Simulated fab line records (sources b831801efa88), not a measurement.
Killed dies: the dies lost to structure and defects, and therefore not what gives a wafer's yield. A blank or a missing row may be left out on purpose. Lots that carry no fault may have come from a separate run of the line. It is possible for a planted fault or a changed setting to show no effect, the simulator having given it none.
fab line records ; flow gf180mcu
record lots=12; wafers=36; lastDay=34
route steps=602 shown PSD@261 NSD@262 M1@317
lots that met no fault: taken from a fault-free run of the same line
startH: the number of hours between the record's first day and the start of the first shown wafer of the lot ; waitH: time in hours since the lot's previous step ; " as in the row above ; L1.1+2: one row covering several wafers at once ; - no value, or no start was given ; * or withheld: withheld ; < > ~ a bound
route shown NAME@n: names a module that has steps shown in the file, with the first one's number in the route ; usual: mean/standard deviation of fault-free wafers ; same: alike in all rows ; chamber/n: place in a boat ; sites: readings site by site ; _std_site: the standard deviation of these ; _edge_site: inner sites' mean taken away from outer sites' mean ; radiusMm: how far each site lies from the wafer's centre ; mask NAME#n: copy n ; behind: the last tool/chamber to shape the wafer ; hold: what put the lot on hold/how long, in hours/how the hold closed ; device: the n, p or np transistor that did not switch ; end of line: tests run on the same wafers once the route is complete ; where a step has no rows: the recipe by itself ; killed: not the wafer's yield, but the dies lost to structure and defects at the first sort ; map: dies across one wafer; x = killed, . = not, _ = none there
set.NAME: the setting as run; set.NAME@STEP: as run at that earlier step ; model.NAME: the simulator's own value behind a step, which no gauge read
the route's steps for a sample of lots (tables are steps, rows are wafers)
services: the hour from which a tool's chamber was out of use, counted from the record's first day as startH (under 0 if before that day), plus the number of hours and why
## steps
# step GF_PSD_RTA_13
# recipe tempC=1025; timeS=20; ambient=N2
# usual lampPowerPct=33.0/1.8; wafer_temp_C_max=1028.8/0.98
lot.wafer;tool;chamber;startH;waitH;lampPowerPct;wafer_temp_C_max
L495.1;rtpAnneal-01;0;317.05;0.0;34.3;1028.8
L495.4;rtpAnneal-01;0;317.05;0.0;34.3;1028.1
L495.5;rtpAnneal-01;0;317.05;0.0;34.3;1028.1
L497.2;rtpAnneal-01;0;340.62;0.0;34.3;1028.6
L497.4;rtpAnneal-01;0;340.62;0.0;34.3;1028.1
L497.6;rtpAnneal-01;0;340.62;0.0;34.4;1027.8
L499.1;rtpAnneal-02;0;351.49;0.0;30.4;1028.8
L499.5;rtpAnneal-02;0;351.49;0.0;30.5;1030.1
L499.6;rtpAnneal-02;0;351.49;0.0;30.5;1029.3
L500.1;rtpAnneal-01;0;357.07;0.0;34.4;1028.7
L500.5;rtpAnneal-01;0;357.07;0.0;34.4;1028.9
L500.6;rtpAnneal-01;0;357.07;0.0;34.3;1027.8
L501.1;rtpAnneal-01;0;379.61;0.0;34.4;1028.0
L501.2;rtpAnneal-01;0;379.61;0.0;34.3;1027.3
L501.5;rtpAnneal-01;0;379.61;0.0;34.3;1028.3
L502.1;rtpAnneal-01;0;382.60;0.0;34.3;1027.0
L502.3;rtpAnneal-01;0;382.60;0.0;34.3;1027.9
L502.4;rtpAnneal-01;0;382.60;0.0;34.3;1027.2
L503.1;rtpAnneal-01;0;386.35;0.0;34.3;1028.6
L503.4;rtpAnneal-01;0;386.35;0.0;34.3;1028.8
L503.6;rtpAnneal-01;0;386.35;0.0;34.4;1028.3
L508.1;rtpAnneal-02;0;429.37;0.0;30.4;1030.0
L508.4;rtpAnneal-02;0;429.37;0.0;30.4;1031.0
L508.5;rtpAnneal-02;0;429.37;0.0;30.5;1030.7
L510.1;rtpAnneal-01;0;450.19;0.0;34.3;1028.9
L510.4;rtpAnneal-01;0;450.19;0.0;34.3;1027.8
L510.6;rtpAnneal-01;0;450.19;0.0;34.4;1029.4
L511.1;rtpAnneal-01;0;457.80;0.0;34.3;1028.9
L511.3;rtpAnneal-01;0;457.80;0.0;34.3;1029.5
L511.5;rtpAnneal-01;0;457.80;0.0;34.3;1028.7
L512.1;rtpAnneal-01;0;464.33;0.0;34.3;1027.4
L512.2;rtpAnneal-01;0;464.33;0.0;34.3;1027.6
L512.4;rtpAnneal-01;0;464.33;0.0;34.3;1028.1
L517.1;rtpAnneal-01;0;505.65;0.0;34.4;1027.7
L517.2;rtpAnneal-01;0;505.65;0.0;34.3;1028.7
L517.4;rtpAnneal-01;0;505.65;0.0;34.3;1028.4
# step GF_PSD_RS_MEAS_14
# recipe thkMeasGauge=four-point-probe
# usual NSD_RS=46.12/0.077
lot.wafer;tool;chamber;startH;waitH;NSD_RS[ohm/sq]
L495.1;filmMetro-02;-;317.14;0.1;46.24
L495.4;filmMetro-02;-;317.14;0.1;46.23
L495.5;filmMetro-02;-;317.14;0.1;46.23
L497.2;filmMetro-02;-;340.71;0.1;46.05
L497.4;filmMetro-02;-;340.71;0.1;46.23
L497.6;filmMetro-02;-;340.71;0.1;46.11
L499.1;filmMetro-04;-;351.62;0.1;46.22
L499.5;filmMetro-04;-;351.62;0.1;46.23
L499.6;filmMetro-04;-;351.62;0.1;46.20
L500.1;filmMetro-02;-;357.15;0.1;46.03
L500.5;filmMetro-02;-;357.15;0.1;46.07
L500.6;filmMetro-02;-;357.15;0.1;46.05
L501.1;filmMetro-04;-;379.69;0.1;42.57
L501.2;filmMetro-04;-;379.69;0.1;42.67
L501.5;filmMetro-04;-;379.69;0.1;42.58
L502.1;filmMetro-03;-;382.68;0.1;42.62
L502.3;filmMetro-03;-;382.68;0.1;42.62
L502.4;filmMetro-03;-;382.68;0.1;42.53
L503.1;filmMetro-02;-;386.43;0.1;42.61
L503.4;filmMetro-02;-;386.43;0.1;42.52
L503.6;filmMetro-02;-;386.43;0.1;42.64
L508.1;filmMetro-02;-;429.45;0.1;46.08
L508.4;filmMetro-02;-;429.45;0.1;46.22
L508.5;filmMetro-02;-;429.45;0.1;46.10
L510.1;filmMetro-03;-;450.27;0.1;46.27
L510.4;filmMetro-03;-;450.27;0.1;46.27
L510.6;filmMetro-03;-;450.27;0.1;46.13
L511.1;filmMetro-02;-;457.88;0.1;46.12
L511.3;filmMetro-02;-;457.88;0.1;46.01
L511.5;filmMetro-02;-;457.88;0.1;46.09
L512.1;filmMetro-04;-;464.41;0.1;46.07
L512.2;filmMetro-04;-;464.41;0.1;46.11
L512.4;filmMetro-04;-;464.41;0.1;46.21
L517.1;filmMetro-02;-;505.73;0.1;46.10
L517.2;filmMetro-02;-;505.73;0.1;46.05
L517.4;filmMetro-02;-;505.73;0.1;46.03
# step GF_PSD_RS_MEAS_15
# recipe thkMeasGauge=four-point-probe
# usual PSD_RS=108.51/0.24
lot.wafer;tool;chamber;startH;waitH;PSD_RS[ohm/sq]
L495.1;filmMetro-02;-;317.26;0.1;108.86
L495.4;filmMetro-02;-;317.26;0.1;108.85
L495.5;filmMetro-02;-;317.26;0.1;108.59
L497.2;filmMetro-02;-;340.83;0.1;108.74
L497.4;filmMetro-02;-;340.83;0.1;108.24
L497.6;filmMetro-02;-;340.83;0.1;108.47
L499.1;filmMetro-04;-;351.74;0.1;108.63
L499.5;filmMetro-04;-;351.74;0.1;108.58
L499.6;filmMetro-04;-;351.74;0.1;108.36
L500.1;filmMetro-02;-;357.27;0.1;108.43
L500.5;filmMetro-02;-;357.27;0.1;108.37
L500.6;filmMetro-02;-;357.27;0.1;108.67
L501.1;filmMetro-04;-;379.81;0.1;98.31
L501.2;filmMetro-04;-;379.81;0.1;98.67
L501.5;filmMetro-04;-;379.81;0.1;98.58
L502.1;filmMetro-03;-;382.80;0.1;98.35
L502.3;filmMetro-03;-;382.80;0.1;98.48
L502.4;filmMetro-03;-;382.80;0.1;98.27
L503.1;filmMetro-02;-;386.55;0.1;97.96
L503.4;filmMetro-02;-;386.55;0.1;98.15
L503.6;filmMetro-02;-;386.55;0.1;98.15
L508.1;filmMetro-02;-;429.57;0.1;108.13
L508.4;filmMetro-02;-;429.57;0.1;108.37
L508.5;filmMetro-02;-;429.57;0.1;108.25
L510.1;filmMetro-03;-;450.39;0.1;109.10
L510.4;filmMetro-03;-;450.39;0.1;109.11
L510.6;filmMetro-03;-;450.39;0.1;108.59
L511.1;filmMetro-02;-;458.00;0.1;108.59
L511.3;filmMetro-02;-;458.00;0.1;108.46
L511.5;filmMetro-02;-;458.00;0.1;108.43
L512.1;filmMetro-04;-;464.53;0.1;108.52
L512.2;filmMetro-04;-;464.53;0.1;108.68
L512.4;filmMetro-04;-;464.53;0.1;108.42
L517.1;filmMetro-02;-;505.85;0.1;108.60
L517.2;filmMetro-02;-;505.85;0.1;108.40
L517.4;filmMetro-02;-;505.85;0.1;108.57
# step GF_M1_SPUTTER_02
# recipe material=AlCu; targetThkNm=450; powerW=10600; timeS=23.9; chamberPressurePa=0.4
# usual chamberPressurePa=0.3998/0.00078; throttleValvePct=30.2/1
lot.wafer;tool;chamber;startH;waitH;chamberPressurePa;throttleValvePct
L495.1;pvdSputter-03;-;363.06;0.0;0.3999;31.5
L495.4;pvdSputter-03;-;363.06;0.0;0.3998;29.5
L495.5;pvdSputter-03;-;363.06;0.0;0.3999;29.6
L497.2;pvdSputter-04;-;388.09;0.0;0.3995;30.9
L497.4;pvdSputter-04;-;388.09;0.0;0.4003;30.7
L497.6;pvdSputter-04;-;388.09;0.0;0.4006;30.3
L499.1;pvdSputter-01;-;400.38;0.0;0.4005;31.8
L499.5;pvdSputter-01;-;400.38;0.0;0.3993;31.6
L499.6;pvdSputter-01;-;400.38;0.0;0.3988;29.8
L500.1;pvdSputter-01;-;405.61;0.0;0.4000;29.7
L500.5;pvdSputter-01;-;405.61;0.0;0.3992;29.7
L500.6;pvdSputter-01;-;405.61;0.0;0.3994;29.3
L501.1;pvdSputter-03;-;429.51;0.0;0.3996;29.4
L501.2;pvdSputter-03;-;429.51;0.0;0.4003;31.3
L501.5;pvdSputter-03;-;429.51;0.0;0.4000;29.6
L502.1;pvdSputter-04;-;433.60;0.0;0.4004;30.0
L502.3;pvdSputter-04;-;433.60;0.0;0.4010;31.1
L502.4;pvdSputter-04;-;433.60;0.0;0.4000;31.0
L503.1;pvdSputter-03;-;435.91;0.0;0.4000;31.4
L503.4;pvdSputter-03;-;435.91;0.0;0.3990;27.7
L503.6;pvdSputter-03;-;435.91;0.0;0.3993;27.7
L508.1;pvdSputter-01;-;480.66;0.0;0.4006;29.4
L508.4;pvdSputter-01;-;480.66;0.0;0.4010;31.6
L508.5;pvdSputter-01;-;480.66;0.0;0.4005;29.9
L510.1;pvdSputter-03;-;501.24;0.0;0.3986;27.5
L510.4;pvdSputter-03;-;501.24;0.0;0.4006;30.4
L510.6;pvdSputter-03;-;501.24;0.0;0.4012;27.4
L511.1;pvdSputter-04;-;508.92;0.0;0.4000;30.3
L511.3;pvdSputter-04;-;508.92;0.0;0.4012;30.7
L511.5;pvdSputter-04;-;508.92;0.0;0.4002;30.0
L512.1;pvdSputter-01;-;514.56;0.0;0.3994;29.2
L512.2;pvdSputter-01;-;514.56;0.0;0.4005;30.0
L512.4;pvdSputter-01;-;514.56;0.0;0.4000;29.7
L517.1;pvdSputter-03;-;555.26;0.0;0.4001;30.4
L517.2;pvdSputter-03;-;555.26;0.0;0.3990;27.5
L517.4;pvdSputter-03;-;555.26;0.0;0.3991;29.5
# step GF_M1_RS_MEAS_05
# recipe thkMeasGauge=four-point-probe; reads=TiN_of_M1_SPUTTER_04+Ti_of_M1_SPUTTER_03+AlCu_of_M1_SPUTTER_02+TiN_of_M1_SPUTTER_01+Ti_of_M1_SPUTTER_00
# usual M1_ALCU_RS=0.0698/0.00084
lot.wafer;tool;chamber;startH;waitH;M1_ALCU_RS[ohm/sq]
L495.1;filmMetro-02;-;363.15;0.0;0.0685
L495.4;filmMetro-02;-;363.15;0.0;0.0694
L495.5;filmMetro-02;-;363.15;0.0;0.0693
L497.2;filmMetro-04;-;388.20;0.0;0.0706
L497.4;filmMetro-04;-;388.20;0.0;0.0702
L497.6;filmMetro-04;-;388.20;0.0;0.0698
L499.1;filmMetro-02;-;400.47;0.0;0.0700
L499.5;filmMetro-02;-;400.47;0.0;0.0704
L499.6;filmMetro-02;-;400.47;0.0;0.0697
L500.1;filmMetro-03;-;405.70;0.0;0.0697
L500.5;filmMetro-03;-;405.70;0.0;0.0697
L500.6;filmMetro-03;-;405.70;0.0;0.0700
L501.1;filmMetro-04;-;429.60;0.0;0.0699
L501.2;filmMetro-04;-;429.60;0.0;0.0689
L501.5;filmMetro-04;-;429.60;0.0;0.0701
L502.1;filmMetro-02;-;433.69;0.0;0.0714
L502.3;filmMetro-02;-;433.69;0.0;0.0715
L502.4;filmMetro-02;-;433.69;0.0;0.0714
L503.1;filmMetro-03;-;436.00;0.0;0.0697
L503.4;filmMetro-03;-;436.00;0.0;0.0697
L503.6;filmMetro-03;-;436.00;0.0;0.0700
L508.1;filmMetro-04;-;480.75;0.0;0.0700
L508.4;filmMetro-04;-;480.75;0.0;0.0702
L508.5;filmMetro-04;-;480.75;0.0;0.0705
L510.1;filmMetro-03;-;501.33;0.0;0.0694
L510.4;filmMetro-03;-;501.33;0.0;0.0698
L510.6;filmMetro-03;-;501.33;0.0;0.0691
L511.1;filmMetro-03;-;509.01;0.0;0.0692
L511.3;filmMetro-03;-;509.01;0.0;0.0694
L511.5;filmMetro-03;-;509.01;0.0;0.0697
L512.1;filmMetro-04;-;514.65;0.0;0.0686
L512.2;filmMetro-04;-;514.65;0.0;0.0690
L512.4;filmMetro-04;-;514.65;0.0;0.0689
L517.1;filmMetro-03;-;555.35;0.0;0.0684
L517.2;filmMetro-03;-;555.35;0.0;0.0681
L517.4;filmMetro-03;-;555.35;0.0;0.0677
# step GF_M1_METAL_ETCH_16
# recipe chemistry=Cl2/BCl3; maskMaterial=KrF; targetDepthNm=750.8; stopOn=SiO2; pressureMtorr=8; icpW=800; biasW=140; Cl2_flow_sccm=80; bcl3FlowSccm=40; timeS=125.1
# usual bcl3FlowSccm=40.01/0.12; drypumpMotorCurrentA=5.6/0.56; heBacksideLeakSccm=3.6/0.32; oesProductAu=0.991/0.0059; throttleValvePct=28.229/0.0097
lot.wafer;tool;chamber;startH;waitH;bcl3FlowSccm;drypumpMotorCurrentA;heBacksideLeakSccm;oesProductAu;rfHoursCounterH;throttleValvePct
L495.1;rieMetal-02;1;385.32;0.0;40.02;5.1;3.3;1.003;2;28.243
L495.4;rieMetal-02;1;385.32;0.0;39.90;5.1;3.5;0.998;-;28.231
L495.5;rieMetal-02;0;385.32;0.0;39.95;5.7;3.6;0.992;-;28.228
L497.2;rieMetal-02;1;411.71;0.0;40.04;5.1;3.3;0.994;3;28.220
L497.4;rieMetal-02;1;411.71;0.0;40.20;5.1;3.4;0.996;-;28.233
L497.6;rieMetal-02;1;411.71;0.0;39.96;5.1;3.3;0.995;-;28.213
L499.1;rieMetal-04;0;424.33;0.0;40.16;5.9;3.4;0.995;14;28.234
L499.5;rieMetal-04;0;424.33;0.0;40.15;5.9;3.5;1.001;-;28.223
L499.6;rieMetal-04;1;424.33;0.0;40.10;6.5;3.5;0.984;-;28.230
L500.1;rieMetal-03;1;429.36;0.0;40.09;4.8;3.4;0.987;7;28.229
L500.5;rieMetal-03;1;429.36;0.0;40.05;4.8;3.5;0.989;-;28.223
L500.6;rieMetal-03;0;429.36;0.0;39.91;5.3;3.5;0.991;-;28.217
L501.1;rieMetal-03;1;453.60;0.0;39.97;4.8;3.5;0.986;8;28.223
L501.2;rieMetal-03;0;453.60;0.0;40.02;5.4;3.7;0.988;13;28.241
L501.5;rieMetal-03;1;453.60;0.0;40.01;4.9;3.5;0.993;-;28.222
L502.1;rieMetal-04;1;457.58;0.0;40.11;6.5;3.7;0.979;6;28.234
L502.3;rieMetal-04;1;457.58;0.0;40.17;6.5;3.6;0.982;-;28.240
L502.4;rieMetal-04;1;457.58;0.0;40.19;6.5;3.6;0.985;-;28.245
L503.1;rieMetal-02;1;460.08;0.0;40.15;5.1;3.4;0.993;4;28.215
L503.4;rieMetal-02;1;460.08;0.0;39.90;5.1;3.3;0.986;-;28.228
L503.6;rieMetal-02;1;460.08;0.0;40.14;5.1;3.3;0.990;-;28.211
L508.1;rieMetal-02;0;505.73;0.0;39.79;5.8;3.7;0.978;9;28.229
L508.4;rieMetal-02;1;505.73;0.0;39.91;5.1;3.4;1.001;-;28.222
L508.5;rieMetal-02;0;505.73;0.0;39.79;5.8;3.7;0.991;-;28.218
L510.1;rieMetal-03;0;524.41;0.0;40.04;5.3;3.7;0.976;0;28.226
L510.4;rieMetal-03;0;524.41;0.0;39.99;5.3;3.6;0.989;-;28.226
L510.6;rieMetal-03;1;524.41;0.0;39.98;4.8;3.5;0.996;-;28.236
L511.1;rieMetal-02;1;531.78;0.0;39.88;5.1;3.4;0.994;5;28.213
L511.3;rieMetal-02;0;531.78;0.0;40.08;5.8;3.4;0.989;-;28.236
L511.5;rieMetal-02;0;531.78;0.0;40.04;5.8;3.6;0.991;-;28.230
L512.1;rieMetal-04;1;537.71;0.0;40.13;6.5;3.6;0.987;10;28.239
L512.2;rieMetal-04;0;537.71;0.0;40.13;6.0;3.5;0.991;1;28.230
L512.4;rieMetal-04;1;537.71;0.0;40.08;6.5;3.6;0.993;-;28.243
L517.1;rieMetal-03;0;578.03;0.0;40.03;5.3;3.6;0.986;2;28.240
L517.2;rieMetal-03;1;578.03;0.0;39.83;4.8;3.4;0.987;12;28.242
L517.4;rieMetal-03;1;578.03;0.0;39.79;4.8;3.5;0.988;-;28.248
## services
tool;chamber;startH;hours;kind
rieMetal-04;1;321.96;4.0;repair
pvdSputter-03;-;324.71;15.1;repair
pvdSputter-03;-;335.70;3.1;repair
pvdSputter-03;0;339.83;-;consumableReplace:kit
pvdSputter-03;0;339.83;18.0;scheduledDown
pvdSputter-03;0;339.83;18.0;ventCycle
rtpAnneal-01;-;348.92;3.0;pm
rieMetal-04;0;364.33;12.3;repair
pvdSputter-01;3;379.40;-;consumableReplace:kit
pvdSputter-01;3;379.40;18.0;scheduledDown
pvdSputter-01;3;379.40;18.0;ventCycle
pvdSputter-03;-;385.63;2.4;repair
rieMetal-04;-;391.11;2.8;pm
pvdSputter-01;-;445.83;1.2;repair
rieMetal-04;0;446.37;49.3;repair
pvdSputter-01;-;447.72;2.3;repair
pvdSputter-03;-;479.07;7.6;repair
rieMetal-03;0;490.08;-;clean
rieMetal-03;0;490.08;28.1;scheduledDown
rieMetal-03;0;490.08;28.1;ventCycle
rieMetal-02;-;512.11;14.6;pm
pvdSputter-03;-;544.46;2.8;repair
rieMetal-04;1;556.56;3.7;repair
pvdSputter-01;2;561.74;-;consumableReplace:kit
## key
firstSign step=GF_PSD_RS_MEAS_14; reading=NSD_RS; direction=down; sigmas=46; usual=46.12; struck=42.60
effect step=GF_PSD_RS_MEAS_15; reading=PSD_RS; direction=down; sigmas=42; usual=108.51; struck=98.32
metAt GF_PSD_RTA_13
struckLots L501,L502,L503
testerLeftOut L501,L502,L503
notActingAt GF_M1_SPUTTER_02,GF_M1_RS_MEAS_05,GF_M1_METAL_ETCH_16
onsetBetween 357.07 379.61
fault kind=processParameterDrift; tool=rtpAnneal-01; chamber=-; onsetH=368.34; steps=GF_PSD_RTA_13; channel=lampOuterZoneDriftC; offset=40; shape=step; endH=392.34
# testerLeftOut: of these lots the tester's yield and bins aren't shown, on N5 and GAA mostly nor the transistor test; their killed dies are dies lost to structure and defects alone, not to doping, threshold or leakage, so they don't give the yield
